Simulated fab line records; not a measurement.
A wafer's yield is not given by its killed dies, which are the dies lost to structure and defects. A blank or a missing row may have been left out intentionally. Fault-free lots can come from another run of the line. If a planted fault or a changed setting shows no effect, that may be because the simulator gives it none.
What tool caused it? -- flow sky130 -- 15 lots, 45 wafers sampled, at 5 steps of a route of 708

## WHAT THE GAUGES SHOWED, per wafer
SKY_SONOS_TUNNEL_CD_MEAS_07 targets a cd of 410 nm. Usual: cd_nm 409.2 nm, standard deviation 2.2.
lot,measured,on,cd_nm (nm),flag
L685,day 11 07:53,cd_sem-02,411.3 411.3 411.8,
L686,day 11 16:05,cd_sem-01,406.6 406.7 408.8,
L687,day 12 09:02,cd_sem-01,404.0 403.1 404.8,
L688,day 12 14:14,cd_sem-01,408.6 411.7 409.2,
L689,day 12 17:29,cd_sem-01,413.0 411.0 412.6,
L690,day 13 02:40,cd_sem-01,407.3 408.8 405.2,
L691,day 13 08:22,cd_sem-01,409.4 410.2 408.4,
L692,day 13 18:11,cd_sem-01,408.6 408.8 407.4,
L693,day 14 04:10,cd_sem-02,409.8 406.7 408.2,
L694,day 14 10:13,cd_sem-01,411.1 410.0 411.0,
L695,day 14 18:25,cd_sem-01,412.0 407.1 410.6,
L698,day 15 17:23,cd_sem-02,407.8 409.6 411.2,
L706,day 17 23:57,cd_sem-02,407.9 409.9 407.9,
L705,day 18 04:01,cd_sem-01,409.9 408.5 407.7,
L707,day 18 10:43,cd_sem-01,411.4 408.9 410.8,

SKY_SONOS_TUNNEL_TW_MEAS_12. Usual: for SONOS_TUNNEL_TW the level is 196.9 and the standard deviation is 2.4.
lot,measured,on,SONOS_TUNNEL_TW,flag
L685,day 11 08:26,film_metro-04,196.4 195.2 195.9,
L686,day 11 16:39,film_metro-04,196.0 196.2 195.5,
L687,day 12 09:36,film_metro-02,195.7 196.3 195.0,
L688,day 12 14:58,film_metro-01,200.1 198.8 199.3,
L689,day 12 18:08,film_metro-04,196.3 195.5 195.7,
L690,day 13 03:14,film_metro-02,195.2 194.3 194.2,
L691,day 13 08:55,film_metro-01,200.3 199.3 199.1,
L692,day 13 18:48,film_metro-01,199.5 199.8 198.9,
L693,day 14 04:44,film_metro-04,196.7 195.3 195.1,
L694,day 14 10:46,film_metro-04,195.5 195.4 195.3,
L695,day 14 18:58,film_metro-01,199.6 198.5 198.3,
L698,day 15 17:57,film_metro-04,196.1 195.7 195.2,
L706,day 18 00:31,film_metro-01,30.5 30.4 30.5,OFF
L705,day 18 04:35,film_metro-01,30.6 30.3 30.5,OFF
L707,day 18 11:15,film_metro-04,29.6 29.7 29.6,OFF

SKY_SONOS_ONO_CD_MEAS_13 targets a cd of 410 nm. Usual: cd_nm 409.5 nm, standard deviation 2.6.
lot,measured,on,cd_nm (nm),flag
L685,day 12 13:29,cd_sem-01,413.7 411.3 411.6,
L686,day 12 21:54,cd_sem-01,402.0 402.3 403.9,
L687,day 13 16:41,cd_sem-01,409.9 413.1 409.6,
L688,day 13 22:07,cd_sem-01,406.6 405.2 405.9,
L689,day 14 04:46,cd_sem-01,409.9 410.6 409.6,
L690,day 14 09:55,cd_sem-02,411.9 413.3 410.5,
L691,day 14 15:19,cd_sem-02,408.4 407.1 410.7,
L692,day 15 00:49,cd_sem-01,413.8 413.3 413.0,
L693,day 15 14:23,cd_sem-01,408.5 406.6 408.3,
L694,day 15 21:49,cd_sem-01,411.7 412.8 412.0,
L695,day 16 07:34,cd_sem-02,408.9 407.2 409.0,
L698,day 17 04:44,cd_sem-02,411.8 408.9 410.4,

## WHICH TOOL RAN EACH LOT (tool, then ch and the chambers of the sampled wafers, then the start)
lot,SKY_VT_ADJUST_HVTR_STRIP_10,SKY_SONOS_TUNNEL_IMPLANT_09
L685,"plasma_asher-04 ch 0,1, day 9 11:01","implanter-01 ch 0, day 11 08:02"
L686,"plasma_asher-01 ch 0,1, day 9 18:55","implanter-01 ch 0, day 11 16:14"
L687,"plasma_asher-04 ch 0,1, day 10 10:17","implanter-01 ch 0, day 12 09:12"
L688,"plasma_asher-01 ch 0,1, day 10 14:58","implanter-01 ch 0, day 12 14:23"
L689,"plasma_asher-02 ch 0,1, day 10 17:56","implanter-01 ch 0, day 12 17:38"
L690,"plasma_asher-02 ch 0,1, day 11 02:20","implanter-01 ch 0, day 13 02:49"
L691,"plasma_asher-01 ch 0,1, day 11 08:16","implanter-01 ch 0, day 13 08:31"
L692,"plasma_asher-04 ch 0,1, day 11 16:13","implanter-01 ch 0, day 13 18:20"
L693,"plasma_asher-04 ch 0,1, day 12 00:47","implanter-03 ch 0, day 14 04:20"
L694,"plasma_asher-04 ch 0,1, day 12 07:48","implanter-01 ch 0, day 14 10:23"
L695,"plasma_asher-02 ch 0,1, day 12 15:01","implanter-03 ch 0, day 14 18:34"
L698,"plasma_asher-02 ch 0,1, day 13 12:08","implanter-03 ch 0, day 15 17:32"
L706,"plasma_asher-02 ch 0,1, day 15 15:58","implanter-03, day 18 00:07"
L705,"plasma_asher-02 ch 0,1, day 15 18:43","implanter-02, day 18 04:10"
L707,"plasma_asher-04 ch 0,1, day 16 00:55","implanter-03, day 18 10:52"
- SKY_VT_ADJUST_HVTR_STRIP_10: strips in O2/N2.
- SKY_SONOS_TUNNEL_IMPLANT_09

## WHAT THE TOOLS THEMSELVES READ (means of the sampled wafers that have a number; where no wafer has one, the mark that the record gives instead)
SKY_VT_ADJUST_HVTR_STRIP_10. Usual: drypump_motor_current_A 5.62 A, standard deviation 0.24; oes_product_au 0.716 a.u., standard deviation 0.0046; strip_time_to_endpoint_s 14.11 s, standard deviation 0.048.
lot,tool,drypump_motor_current_A (A),oes_product_au (a.u.),strip_time_to_endpoint_s (s),flag
L685,plasma_asher-04,5.75,0.717,14.18,
L686,plasma_asher-01,5.49,0.716,14.17,
L687,plasma_asher-04,5.76,0.711,14.08,
L688,plasma_asher-01,5.50,0.716,14.12,
L689,plasma_asher-02,5.42,0.713,14.10,
L690,plasma_asher-02,5.60,0.718,14.09,
L691,plasma_asher-01,5.54,0.718,14.10,
L692,plasma_asher-04,5.86,0.718,14.07,
L693,plasma_asher-04,5.86,0.714,14.13,
L694,plasma_asher-04,5.75,0.714,14.08,
L695,plasma_asher-02,5.40,0.722,14.04,
L698,plasma_asher-02,5.43,0.712,14.02,
L706,plasma_asher-02,5.41,0.717,14.11,
L705,plasma_asher-02,5.59,0.716,14.17,
L707,plasma_asher-04,5.86,0.716,14.10,

SKY_SONOS_TUNNEL_IMPLANT_09. Usual: beam_energy_keV 19.999, standard deviation 0.0062; beam_on_s 10.04 s, standard deviation 0.2.
lot,tool,beam_energy_keV,beam_on_s (s),flag
L685,implanter-01,19.995,9.87,
L686,implanter-01,20.001,10.12,
L687,implanter-01,20.002,10.06,
L688,implanter-01,19.998,10.19,
L689,implanter-01,19.996,10.13,
L690,implanter-01,20.008,9.89,
L691,implanter-01,19.994,10.23,
L692,implanter-01,20.001,9.93,
L693,implanter-03,20.001,9.97,
L694,implanter-01,19.990,10.17,
L695,implanter-03,20.002,10.04,
L698,implanter-03,20.003,10.10,
L706,implanter-03,-,-,OFF
L705,implanter-02,-,-,OFF
L707,implanter-03,-,-,OFF

## THE ANSWER, worked out from the rows above alone
Rule: lot off if the mean of its wafers having a number is beyond 3 standard deviations from the usual mean. A lot without any number at a reading at which 4 lots or more have one is off too. Where the step has rows for the other lots, those lots are counted as sound. First the gauges in route order, then the tools' own readings, where a lot's mean is used as printed above. At the first step where some lot is off, the reading lying furthest off is the one used; lots without a number count as furthest.
Off: L706, L705, L707, seen at SKY_SONOS_TUNNEL_TW_MEAS_12 (SONOS_TUNNEL_TW).
If a tool, at a process step before that reading, ran all the lots that are off and no sound lot after the first of them, it fits. The gauges at SKY_SONOS_TUNNEL_TW_MEAS_12 aren't tried: what is off there is off at SKY_SONOS_TUNNEL_IMPLANT_09 too, on other tools, and a gauge's error can't cause that. No candidate that was tried fits.

## WHAT WAS PUT IN BY THE SIMULATOR
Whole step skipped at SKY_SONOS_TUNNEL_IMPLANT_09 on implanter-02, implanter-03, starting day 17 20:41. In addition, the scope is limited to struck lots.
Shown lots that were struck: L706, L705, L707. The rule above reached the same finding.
